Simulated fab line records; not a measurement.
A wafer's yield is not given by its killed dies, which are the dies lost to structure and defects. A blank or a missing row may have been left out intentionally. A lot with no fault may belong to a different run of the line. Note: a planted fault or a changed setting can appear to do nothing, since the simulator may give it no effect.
Chamber matching || flow sky130 || 4 sister chambers for SKY_VIA2_CMP_02 on cmp-01
The step polishes SiO2. 4 wafers are shown with their chamber, then 8 later ones without.

## WAFERS WITH THEIR CHAMBER
{"wafer": "L563.2", "chamber": 2, "motorCurrentA (A)": 11.0}
{"wafer": "L564.1", "chamber": 3, "motorCurrentA (A)": 11.7}
{"wafer": "L564.5", "chamber": 1, "motorCurrentA (A)": 11.0}
{"wafer": "L569.1", "chamber": 0, "motorCurrentA (A)": 13.0}

## WAFERS MISSING THEIR CHAMBER
{"wafer": "L569.5", "motorCurrentA (A)": 12.2}
{"wafer": "L569.6", "motorCurrentA (A)": 11.4}
{"wafer": "L568.1", "motorCurrentA (A)": 12.3}
{"wafer": "L568.2", "motorCurrentA (A)": 10.9}
{"wafer": "L568.6", "motorCurrentA (A)": 12.6}
{"wafer": "L571.1", "motorCurrentA (A)": 11.7}
{"wafer": "L571.3", "motorCurrentA (A)": 10.9}
{"wafer": "L571.4", "motorCurrentA (A)": 10.5}

## CHAMBER TAKEN BY EACH
{"wafer": "L569.5", "from the rows above": "can't be placed: 3 or 0 or 1 or 2", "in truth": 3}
{"wafer": "L569.6", "from the rows above": "can't be placed: 3 or 1 or 2", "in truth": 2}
{"wafer": "L568.1", "from the rows above": "can't be placed: 3 or 0 or 1 or 2", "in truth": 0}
{"wafer": "L568.2", "from the rows above": "can't be placed: 1 or 2 or 3", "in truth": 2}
{"wafer": "L568.6", "from the rows above": "can't be placed: 0 or 3", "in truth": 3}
{"wafer": "L571.1", "from the rows above": "can't be placed: 3 or 1 or 2", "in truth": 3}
{"wafer": "L571.3", "from the rows above": "can't be placed: 1 or 2 or 3", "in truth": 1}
{"wafer": "L571.4", "from the rows above": "can't be placed: 1 or 2 or 3", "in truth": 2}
0 of 8 placed correctly. Can't be placed from these rows: 8 (the true chamber is among the candidates in 8). Wrongly placed: 0.
How it was worked out, from the rows above alone: a wafer's distance from a chamber is the root of the sum, over the readings, of the square of ((its reading less the chamber's mean) divided by the reading's scatter). If the next closest chamber is less than 2 further off than the closest, the wafer can't be placed; otherwise it belongs to the closest. Each chamber's mean is taken over the wafers shown for it. The scatter: root of mean squared gap, hidden wafer to nearest shown wafer, with one shown wafer a chamber.
